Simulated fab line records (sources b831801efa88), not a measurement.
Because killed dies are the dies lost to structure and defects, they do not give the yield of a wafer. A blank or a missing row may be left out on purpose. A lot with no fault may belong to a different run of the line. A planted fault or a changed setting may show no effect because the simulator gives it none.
Which tool is to blame? + flow gf180mcu + 13 lots, 38 wafers sampled, at 6 steps of a route of 602

WHAT THE GAUGES READ, wafer by wafer
GF_HV_LDD_RS_MEAS_53: uses a four-point probe to measure. Usual: HV_LDD_RS gives 418.6 ohm/sq (standard deviation 0.86).
| lot  | measured     | on            | HV_LDD_RS (ohm/sq)                  | flag |
|------|--------------|---------------|-------------------------------------|------|
| L498 | day 12 14:43 | film-metro-04 | 417.9 417.3 418.1                   |      |
| L499 | day 12 17:22 | film-metro-02 | 417.9 419.2 418.1                   |      |
| L500 | day 13 06:10 | film-metro-03 | 419.1 419.8 419.9                   |      |
| L502 | day 13 21:05 | film-metro-03 | 420.1 418.8 420.1                   |      |
| L503 | day 13 23:06 | film-metro-04 | 419.0 418.3 418.5                   |      |
| L504 | day 14 05:40 | film-metro-02 | 418.5 419.8 419.7                   |      |
| L505 | day 14 18:35 | film-metro-04 | 419.6 419.0 418.5                   |      |
| L507 | day 15 08:43 | film-metro-02 | 417.8 418.1 417.7                   |      |
| L509 | day 16 02:40 | film-metro-03 | 420.5 419.2 419.9                   |      |
| L511 | day 16 20:40 | film-metro-02 | 417.3 417.5 418.4                   |      |
| L516 | day 18 13:31 | film-metro-04 | 419.1 431.8 418.3 430.0             | OFF  |
| L518 | day 19 01:29 | film-metro-04 | 418.6 419.0 431.2 419.4 419.6 431.9 | OFF  |
| L520 | day 19 17:19 | film-metro-04 | 418.0 417.8 417.9                   |      |

GF_HV_LDD_THK_MEAS_55. Usual: HV_LDD_CVD_54_THK gives 10.06 nm (standard deviation 0.12).
| lot  | measured     | on            | HV_LDD_CVD_54_THK (nm) | flag |
|------|--------------|---------------|------------------------|------|
| L498 | day 12 16:22 | film-metro-04 | 10.06 9.99 9.81        |      |
| L499 | day 12 18:37 | film-metro-02 | 9.93 9.85 9.86         |      |
| L500 | day 13 07:47 | film-metro-04 | 9.96 10.03 9.90        |      |
| L502 | day 13 22:12 | film-metro-04 | 9.89 10.01 9.96        |      |
| L503 | day 14 00:14 | film-metro-04 | 10.02 10.03 10.04      |      |
| L504 | day 14 06:49 | film-metro-02 | 9.90 10.01 9.86        |      |
| L505 | day 14 19:44 | film-metro-04 | 10.09 10.09 10.10      |      |
| L507 | day 15 09:50 | film-metro-02 | 10.12 10.17 10.27      |      |
| L509 | day 16 04:19 | film-metro-02 | 10.11 10.07 10.06      |      |
| L511 | day 16 21:49 | film-metro-02 | 9.98 10.01 10.10       |      |
| L516 | day 18 19:40 | film-metro-04 | 10.09 10.01            |      |
| L518 | day 19 05:08 | film-metro-02 | 10.11 10.12 10.14      |      |
| L520 | day 19 18:28 | film-metro-03 | 10.11 10.10 10.09      |      |

GF_NSD_OVL_MEAS_08. Usual: NSD_OVL gives -0.2 nm (standard deviation 1.7).
| lot  | measured     | on         | NSD_OVL (nm)   | flag |
|------|--------------|------------|----------------|------|
| L498 | day 13 14:52 | overlay-02 | 1.5 2.3 2.3    |      |
| L499 | day 13 16:28 | overlay-02 | 0.1 -1.1 -1.6  |      |
| L500 | day 14 05:47 | overlay-02 | 0.7 -1.3 0.8   |      |
| L502 | day 14 20:37 | overlay-01 | 1.7 1.5 0.6    |      |
| L503 | day 14 23:09 | overlay-01 | 0.2 -2.6 -0.7  |      |
| L504 | day 15 06:11 | overlay-01 | 2.1 2.1 0.9    |      |
| L505 | day 15 18:40 | overlay-02 | 1.6 -0.2 0.2   |      |
| L507 | day 16 09:04 | overlay-01 | 2.7 1.8 2.1    |      |
| L509 | day 17 04:41 | overlay-01 | -0.5 -2.3 0.5  |      |
| L511 | day 17 22:47 | overlay-02 | -0.9 -2.1 -2.9 |      |
| L516 | day 19 16:35 | overlay-02 | -1.9 -1.7      |      |
| L518 | day 20 04:13 | overlay-01 | -3.4 -1.0 -2.2 |      |
| L520 | day 20 20:07 | overlay-01 | -1.9 -1.4 -1.6 |      |

GF_NSD_TW_MEAS_12. Usual: NSD_TW gives 4241 (standard deviation 41).
| lot  | measured     | on            | NSD_TW         | flag |
|------|--------------|---------------|----------------|------|
| L498 | day 13 15:18 | film-metro-02 | 4234 4231 4227 |      |
| L499 | day 13 16:53 | film-metro-03 | 4225 4216 4214 |      |
| L500 | day 14 06:14 | film-metro-01 | 4216 4235 4223 |      |
| L502 | day 14 21:04 | film-metro-02 | 4244 4253 4232 |      |
| L503 | day 14 23:35 | film-metro-03 | 4205 4212 4208 |      |
| L504 | day 15 06:40 | film-metro-03 | 4211 4210 4183 |      |
| L505 | day 15 19:06 | film-metro-02 | 4202 4212 4219 |      |
| L507 | day 16 09:30 | film-metro-03 | 4159 4194 4205 |      |
| L509 | day 17 05:07 | film-metro-03 | 4211 4205 4218 |      |
| L511 | day 17 23:13 | film-metro-01 | 4259 4276 4269 |      |
| L516 | day 19 17:01 | film-metro-03 | 4173 4175      |      |
| L518 | day 20 04:39 | film-metro-01 | 4300 4271 4274 |      |
| L520 | day 20 20:33 | film-metro-03 | 4184 4174 4170 |      |

WHAT TOOL EACH LOT RAN ON (gives the tool, then ch and the chambers of the sampled wafers, and finally the start)
| lot  | GF_HV_LDD_IMPLANT_09            | GF_HV_LDD_CVD_54            |
|------|---------------------------------|-----------------------------|
| L498 | implanter-03 ch 0, day 10 04:35 | lpcvd-02 ch 0, day 12 14:50 |
| L499 | implanter-02 ch 0, day 10 08:50 | lpcvd-01 ch 1, day 12 17:35 |
| L500 | implanter-03 ch 0, day 10 19:34 | lpcvd-02 ch 0, day 13 06:14 |
| L502 | implanter-01 ch 0, day 11 09:01 | lpcvd-02 ch 1, day 13 21:10 |
| L503 | implanter-01 ch 0, day 11 10:59 | lpcvd-02 ch 1, day 13 23:13 |
| L504 | implanter-03 ch 0, day 11 17:23 | lpcvd-01 ch 0, day 14 05:47 |
| L505 | implanter-02 ch 0, day 12 03:25 | lpcvd-02 ch 0, day 14 18:43 |
| L507 | implanter-03 ch 0, day 12 17:55 | lpcvd-02 ch 0, day 15 08:49 |
| L509 | implanter-01 ch 0, day 13 09:17 | lpcvd-02 ch 1, day 16 02:47 |
| L511 | implanter-03 ch 0, day 14 01:41 | lpcvd-01 ch 1, day 16 20:47 |
| L516 | implanter-03 ch 0, day 15 13:46 | lpcvd-02 ch 1, day 18 18:39 |
| L518 | implanter-03 ch 0, day 16 01:14 | lpcvd-02 ch 1, day 19 04:07 |
| L520 | implanter-02 ch 0, day 16 15:08 | lpcvd-02 ch 1, day 19 17:26 |
- GF_HV_LDD_IMPLANT_09
- GF_HV_LDD_CVD_54: deposits SiO2 from TEOS, target thk 10 nm, time 75 s.

WHAT THE TOOLS THEMSELVES READ (means of the sampled wafers that have a number; where no wafer has one, the mark that the record gives instead)
GF_HV_LDD_CVD_54. Usual: zone-power-bottom-pct 15.62 %, standard deviation 0.24; zone-power-upper-pct 10.9 %, standard deviation 0.83.
| lot  | tool     | zone-power-bottom-pct (%) | zone-power-upper-pct (%) | flag |
|------|----------|---------------------------|--------------------------|------|
| L498 | lpcvd-02 | 15.78                     | 12.4                     |      |
| L499 | lpcvd-01 | 15.77                     | 10.3                     |      |
| L500 | lpcvd-02 | 15.75                     | 12.4                     |      |
| L502 | lpcvd-02 | 15.63                     | 10.2                     |      |
| L503 | lpcvd-02 | 15.79                     | 10.2                     |      |
| L504 | lpcvd-01 | 15.34                     | 10.8                     |      |
| L505 | lpcvd-02 | 15.93                     | 12.3                     |      |
| L507 | lpcvd-02 | 15.79                     | 12.3                     |      |
| L509 | lpcvd-02 | 15.89                     | 10.2                     |      |
| L511 | lpcvd-01 | 15.64                     | 10.3                     |      |
| L516 | lpcvd-02 | 15.91                     | 10.3                     |      |
| L518 | lpcvd-02 | 15.82                     | 10.2                     |      |
| L520 | lpcvd-02 | 15.61                     | 10.3                     |      |

THE ANSWER, worked out from the rows above alone
Rule: take the mean of a lot's wafers that have a number; if it is more than 3 standard deviations from the usual mean, the lot is off. A lot without any number at a reading at which 4 lots or more have one is off too. Where the step has rows for the other lots, those lots are counted as sound. The gauges are gone through in route order, then the tools' own readings, and for those a lot's mean is taken as printed above. The first step at which some lot is off is used, and at that step the reading that is off furthest; a lot without a number counts as furthest.
Off: L516, L518, seen at GF_HV_LDD_RS_MEAS_53 (HV_LDD_RS).
A tool fits if, at a process step before that reading, it ran every lot that is off, and no sound lot after the first of them. Gauges at GF_HV_LDD_RS_MEAS_53: tried the same way as those tools. One fits: GF_HV_LDD_IMPLANT_09 on implanter-03. Its last sound lot is L511 (day 14 01:41), its first lot that is off L516 (day 15 13:46): a fault that began between those two fits.

WHAT THE SIMULATOR HAD PUT IN
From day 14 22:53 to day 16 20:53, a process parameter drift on implanter-03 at GF_HV_LDD_IMPLANT_09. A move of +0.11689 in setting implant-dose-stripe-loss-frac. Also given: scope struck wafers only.
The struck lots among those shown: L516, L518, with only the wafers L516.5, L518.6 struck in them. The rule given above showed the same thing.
